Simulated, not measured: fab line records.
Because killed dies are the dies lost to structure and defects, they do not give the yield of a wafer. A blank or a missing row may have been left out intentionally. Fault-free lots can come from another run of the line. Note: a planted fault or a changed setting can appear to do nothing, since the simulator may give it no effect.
The tool behind it: which one? / flow gf180mcu / 35 wafers from 12 lots sampled at 2 of the route's 602 steps

== WHAT EACH GAUGE READ, for each wafer ==
GF_M3_THK_MEAS_06: measures by xrf.
lot=L560; measured=day 20 04:33; on=film metro-03; M3_ALCU_THK (nm)=452 451 450
lot=L562; measured=day 20 22:43; on=film metro-01; M3_ALCU_THK (nm)=445 451 448
lot=L565; measured=day 22 02:00; on=film metro-03; M3_ALCU_THK (nm)=453 458 450
lot=L566; measured=day 22 14:16; on=film metro-04; M3_ALCU_THK (nm)=452 455 451
lot=L567; measured=day 22 23:06; on=film metro-01; M3_ALCU_THK (nm)=440 437 438
lot=L568; measured=day 23 02:09; on=film metro-04; M3_ALCU_THK (nm)=444 445 445
lot=L569; measured=day 23 19:09; on=film metro-04; M3_ALCU_THK (nm)=447 450 458
lot=L570; measured=day 24 06:18; on=film metro-03; M3_ALCU_THK (nm)=448 451 449
lot=L571; measured=day 24 12:25; on=film metro-01; M3_ALCU_THK (nm)=455 454 458
lot=L574; measured=day 25 14:52; on=film metro-04; M3_ALCU_THK (nm)=446 452 449
lot=L575; measured=day 26 00:27; on=film metro-01; M3_ALCU_THK (nm)=447 440 441
lot=L576; measured=day 26 09:05; on=film metro-03; M3_ALCU_THK (nm)=453 450

GF_V3_THK_MEAS_01.
lot=L560; measured=day 21 04:44; on=film metro-02; V3_CVD_00_THK (nm)=602 600 612
lot=L562; measured=day 21 23:50; on=film metro-02; V3_CVD_00_THK (nm)=597 600 603
lot=L565; measured=day 23 01:31; on=film metro-03; V3_CVD_00_THK (nm)=593 603 596
lot=L566; measured=day 23 12:53; on=film metro-02; V3_CVD_00_THK (nm)=598 594 597
lot=L567; measured=day 23 22:34; on=film metro-02; V3_CVD_00_THK (nm)=597 599 597
lot=L568; measured=day 24 02:16; on=film metro-03; V3_CVD_00_THK (nm)=601 599 598
lot=L569; measured=day 24 17:11; on=film metro-03; V3_CVD_00_THK (nm)=600 596 597
lot=L570; measured=day 25 04:07; on=film metro-01; V3_CVD_00_THK (nm)=601 598 593
lot=L571; measured=day 25 10:32; on=film metro-02; V3_CVD_00_THK (nm)=607 608 606
lot=L574; measured=day 26 12:23; on=film metro-01; V3_CVD_00_THK (nm)=594 596 605
lot=L575; measured=day 26 22:03; on=film metro-03; V3_CVD_00_THK (nm)=602 603 603
lot=L576; measured=day 27 05:56; on=film metro-01; V3_CVD_00_THK (nm)=598 606

== WHICH TOOL RAN EACH LOT (tool, then ch and the chambers of the sampled wafers, then the start) ==
Before these readings, the record contains no process step.

== AS READ BY THE TOOLS THEMSELVES (means over the sampled wafers that have a number; for cases with no such wafer, the mark the record gives instead) ==
The record holds no such reading with a usual standard deviation.

== THE ANSWER, worked out from the rows above alone ==
Rule: the lots themselves supply what counts as usual. Put in order of their means at a reading, lots are off if they are a third of the lots or fewer, leave a main group of 4 or more, and stand apart from it by a gap of 3 or more times the standard deviation of the main group's means; of several such gaps the widest counts. A main group is skipped when, at the precision printed for the reading in the tables above, its means are all equal. Also off: a lot with no number at a reading for which 4 or more lots have one. Any other lot the step has rows for is counted as sound. Order of review: gauges by route order, followed by the tools' own readings, for which a lot's mean as printed above is used. At the first step where some lot is off, the reading lying furthest off is the one used; lots without a number count as furthest.
Nothing can be told from this: no lot is off at any reading shown.

== WHAT THE SIMULATOR PUT IN ==
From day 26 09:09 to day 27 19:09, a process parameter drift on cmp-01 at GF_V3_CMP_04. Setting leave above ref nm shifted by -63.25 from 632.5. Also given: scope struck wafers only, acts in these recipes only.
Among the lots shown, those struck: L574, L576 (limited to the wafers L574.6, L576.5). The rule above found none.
